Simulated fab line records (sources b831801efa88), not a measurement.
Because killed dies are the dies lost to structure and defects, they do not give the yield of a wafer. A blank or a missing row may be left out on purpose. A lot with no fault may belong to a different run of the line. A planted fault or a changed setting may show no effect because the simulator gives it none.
Which tool was responsible? / flow sfq line / 15 lots, 45 wafers sampled, at 3 steps of a route of 325

## WHAT THE GAUGES SHOWED, per wafer
SFQ_M1_RS_MEAS_909: uses a four-point probe to measure. Usual: for M1_NB_RS the level is 0.889 ohm/sq and the standard deviation is 0.0088.
lot=L218; measured=day 17 12:01; on=film metro-03; M1_NB_RS (ohm/sq)=0.886 0.887 0.895; flag=
lot=L219; measured=day 17 13:47; on=film metro-01; M1_NB_RS (ohm/sq)=0.883 0.881 0.877; flag=
lot=L220; measured=day 17 15:37; on=film metro-03; M1_NB_RS (ohm/sq)=0.876 0.879 0.871; flag=
lot=L221; measured=day 17 17:59; on=film metro-04; M1_NB_RS (ohm/sq)=0.883 0.882 0.887; flag=
lot=L222; measured=day 17 20:24; on=film metro-03; M1_NB_RS (ohm/sq)=0.875 0.870 0.869; flag=
lot=L223; measured=day 17 23:04; on=film metro-03; M1_NB_RS (ohm/sq)=0.439 0.439 0.439; flag=OFF
lot=L224; measured=day 18 01:16; on=film metro-01; M1_NB_RS (ohm/sq)=0.883 0.888 0.891; flag=
lot=L225; measured=day 19 20:40; on=film metro-01; M1_NB_RS (ohm/sq)=0.888 0.888 0.883; flag=
lot=L230; measured=day 23 08:04; on=film metro-01; M1_NB_RS (ohm/sq)=0.443 0.443 0.444; flag=OFF
lot=L233; measured=day 25 03:15; on=film metro-01; M1_NB_RS (ohm/sq)=0.443 0.441 0.443; flag=OFF
lot=L235; measured=day 25 19:49; on=film metro-03; M1_NB_RS (ohm/sq)=0.896 0.896 0.893; flag=
lot=L236; measured=day 25 23:52; on=film metro-03; M1_NB_RS (ohm/sq)=0.885 0.887 0.877; flag=
lot=L237; measured=day 26 03:41; on=film metro-01; M1_NB_RS (ohm/sq)=0.897 0.893 0.889; flag=
lot=L239; measured=day 26 22:53; on=film metro-01; M1_NB_RS (ohm/sq)=0.904 0.899 0.907; flag=
lot=L240; measured=day 27 06:37; on=film metro-03; M1_NB_RS (ohm/sq)=0.890 0.890 0.896; flag=

## WHICH TOOL RAN EACH LOT (tool, then ch and the chambers of the sampled wafers, then the start)
lot=L218; SFQ_TRILAYER_I0_VIA_STRIP_STRIP_035=rie metal-04 ch 0, day 17 11:05; SFQ_TRILAYER_M1_DEP_SPUTTER_037=pvd sputter-04, day 17 11:53
lot=L219; SFQ_TRILAYER_I0_VIA_STRIP_STRIP_035=rie metal-01 ch 1, day 17 12:17; SFQ_TRILAYER_M1_DEP_SPUTTER_037=pvd sputter-05, day 17 13:41
lot=L220; SFQ_TRILAYER_I0_VIA_STRIP_STRIP_035=rie metal-02 ch 0,1, day 17 14:41; SFQ_TRILAYER_M1_DEP_SPUTTER_037=pvd sputter-04, day 17 15:29
lot=L221; SFQ_TRILAYER_I0_VIA_STRIP_STRIP_035=rie metal-01 ch 0,1, day 17 17:05; SFQ_TRILAYER_M1_DEP_SPUTTER_037=pvd sputter-05, day 17 17:53
lot=L222; SFQ_TRILAYER_I0_VIA_STRIP_STRIP_035=rie metal-02 ch 0,1, day 17 19:29; SFQ_TRILAYER_M1_DEP_SPUTTER_037=pvd sputter-04, day 17 20:19
lot=L223; SFQ_TRILAYER_I0_VIA_STRIP_STRIP_035=rie metal-01 ch 0,1, day 17 21:53; SFQ_TRILAYER_M1_DEP_SPUTTER_037=pvd sputter-05, day 17 22:41
lot=L224; SFQ_TRILAYER_I0_VIA_STRIP_STRIP_035=rie metal-02 ch 0,1, day 18 00:29; SFQ_TRILAYER_M1_DEP_SPUTTER_037=pvd sputter-05, day 18 01:07
lot=L225; SFQ_TRILAYER_I0_VIA_STRIP_STRIP_035=rie metal-02 ch 1, day 19 19:31; SFQ_TRILAYER_M1_DEP_SPUTTER_037=pvd sputter-04, day 19 20:32
lot=L230; SFQ_TRILAYER_I0_VIA_STRIP_STRIP_035=rie metal-04 ch 1, day 23 06:54; SFQ_TRILAYER_M1_DEP_SPUTTER_037=pvd sputter-03, day 23 07:42
lot=L233; SFQ_TRILAYER_I0_VIA_STRIP_STRIP_035=rie metal-02 ch 0,1, day 25 02:06; SFQ_TRILAYER_M1_DEP_SPUTTER_037=pvd sputter-05, day 25 02:54
lot=L235; SFQ_TRILAYER_I0_VIA_STRIP_STRIP_035=rie metal-01 ch 0, day 25 18:54; SFQ_TRILAYER_M1_DEP_SPUTTER_037=pvd sputter-05, day 25 19:42
lot=L236; SFQ_TRILAYER_I0_VIA_STRIP_STRIP_035=rie metal-02 ch 1, day 25 22:58; SFQ_TRILAYER_M1_DEP_SPUTTER_037=pvd sputter-04, day 25 23:46
lot=L237; SFQ_TRILAYER_I0_VIA_STRIP_STRIP_035=rie metal-01 ch 0,1, day 26 02:47; SFQ_TRILAYER_M1_DEP_SPUTTER_037=pvd sputter-04, day 26 03:35
lot=L239; SFQ_TRILAYER_I0_VIA_STRIP_STRIP_035=rie metal-04 ch 0,1, day 26 21:59; SFQ_TRILAYER_M1_DEP_SPUTTER_037=pvd sputter-05, day 26 22:47
lot=L240; SFQ_TRILAYER_I0_VIA_STRIP_STRIP_035=rie metal-02 ch 1, day 27 05:42; SFQ_TRILAYER_M1_DEP_SPUTTER_037=pvd sputter-03, day 27 06:31
- SFQ_TRILAYER_I0_VIA_STRIP_STRIP_035: strips in O2.
- SFQ_TRILAYER_M1_DEP_SPUTTER_037: material Nb, target thk 200 nm, time 133.3 s.

## AS READ BY THE TOOLS THEMSELVES (means over the sampled wafers that have a number; for cases with no such wafer, the mark the record gives instead)
SFQ_TRILAYER_I0_VIA_STRIP_STRIP_035. Usual: drypump motor current A 5.8 A, standard deviation 0.43; oes product au 1.000 a.u., standard deviation 0.0081.
lot=L218; tool=rie metal-04; drypump motor current A (A)=5.1; oes product au (a.u.)=1.010; flag=
lot=L219; tool=rie metal-01; drypump motor current A (A)=5.9; oes product au (a.u.)=0.998; flag=
lot=L220; tool=rie metal-02; drypump motor current A (A)=6.0; oes product au (a.u.)=1.000; flag=
lot=L221; tool=rie metal-01; drypump motor current A (A)=6.1; oes product au (a.u.)=1.002; flag=
lot=L222; tool=rie metal-02; drypump motor current A (A)=6.0; oes product au (a.u.)=1.006; flag=
lot=L223; tool=rie metal-01; drypump motor current A (A)=6.3; oes product au (a.u.)=0.993; flag=
lot=L224; tool=rie metal-02; drypump motor current A (A)=6.0; oes product au (a.u.)=1.002; flag=
lot=L225; tool=rie metal-02; drypump motor current A (A)=5.4; oes product au (a.u.)=1.005; flag=
lot=L230; tool=rie metal-04; drypump motor current A (A)=5.8; oes product au (a.u.)=0.999; flag=
lot=L233; tool=rie metal-02; drypump motor current A (A)=6.0; oes product au (a.u.)=0.998; flag=
lot=L235; tool=rie metal-01; drypump motor current A (A)=6.5; oes product au (a.u.)=0.997; flag=
lot=L236; tool=rie metal-02; drypump motor current A (A)=5.4; oes product au (a.u.)=1.004; flag=
lot=L237; tool=rie metal-01; drypump motor current A (A)=6.1; oes product au (a.u.)=1.006; flag=
lot=L239; tool=rie metal-04; drypump motor current A (A)=5.3; oes product au (a.u.)=1.005; flag=
lot=L240; tool=rie metal-02; drypump motor current A (A)=5.4; oes product au (a.u.)=1.004; flag=

SFQ_TRILAYER_M1_DEP_SPUTTER_037. Usual: throttle valve pct reads 30.3 % (standard deviation 0.91).
lot=L218; tool=pvd sputter-04; throttle valve pct (%)=30.4; flag=
lot=L219; tool=pvd sputter-05; throttle valve pct (%)=30.6; flag=
lot=L220; tool=pvd sputter-04; throttle valve pct (%)=30.1; flag=
lot=L221; tool=pvd sputter-05; throttle valve pct (%)=30.7; flag=
lot=L222; tool=pvd sputter-04; throttle valve pct (%)=30.0; flag=
lot=L223; tool=pvd sputter-05; throttle valve pct (%)=30.6; flag=
lot=L224; tool=pvd sputter-05; throttle valve pct (%)=30.2; flag=
lot=L225; tool=pvd sputter-04; throttle valve pct (%)=29.9; flag=
lot=L230; tool=pvd sputter-03; throttle valve pct (%)=29.9; flag=
lot=L233; tool=pvd sputter-05; throttle valve pct (%)=30.3; flag=
lot=L235; tool=pvd sputter-05; throttle valve pct (%)=30.5; flag=
lot=L236; tool=pvd sputter-04; throttle valve pct (%)=30.5; flag=
lot=L237; tool=pvd sputter-04; throttle valve pct (%)=30.3; flag=
lot=L239; tool=pvd sputter-05; throttle valve pct (%)=30.5; flag=
lot=L240; tool=pvd sputter-03; throttle valve pct (%)=30.7; flag=

## THE ANSWER, worked out from the rows above alone
Rule: a lot counts as off when the mean over its wafers that have a number is more than 3 standard deviations away from the usual mean. Also off: a lot with no number at a reading for which 4 or more lots have one. Any other lot the step has rows for is counted as sound. The gauges are gone through in route order, then the tools' own readings, and for those a lot's mean is taken as printed above. The first step at which some lot is off is used, and at that step the reading that is off furthest; a lot without a number counts as furthest.
Off: L223, L230, L233, at SFQ_M1_RS_MEAS_909 (M1_NB_RS).
If a tool, at a process step before that reading, ran all the lots that are off and no sound lot after the first of them, it fits. Those tools and the gauges at SFQ_M1_RS_MEAS_909 are tried in the same way. Not one of the candidates tried fits.

## WHAT THE SIMULATOR HAD PUT IN
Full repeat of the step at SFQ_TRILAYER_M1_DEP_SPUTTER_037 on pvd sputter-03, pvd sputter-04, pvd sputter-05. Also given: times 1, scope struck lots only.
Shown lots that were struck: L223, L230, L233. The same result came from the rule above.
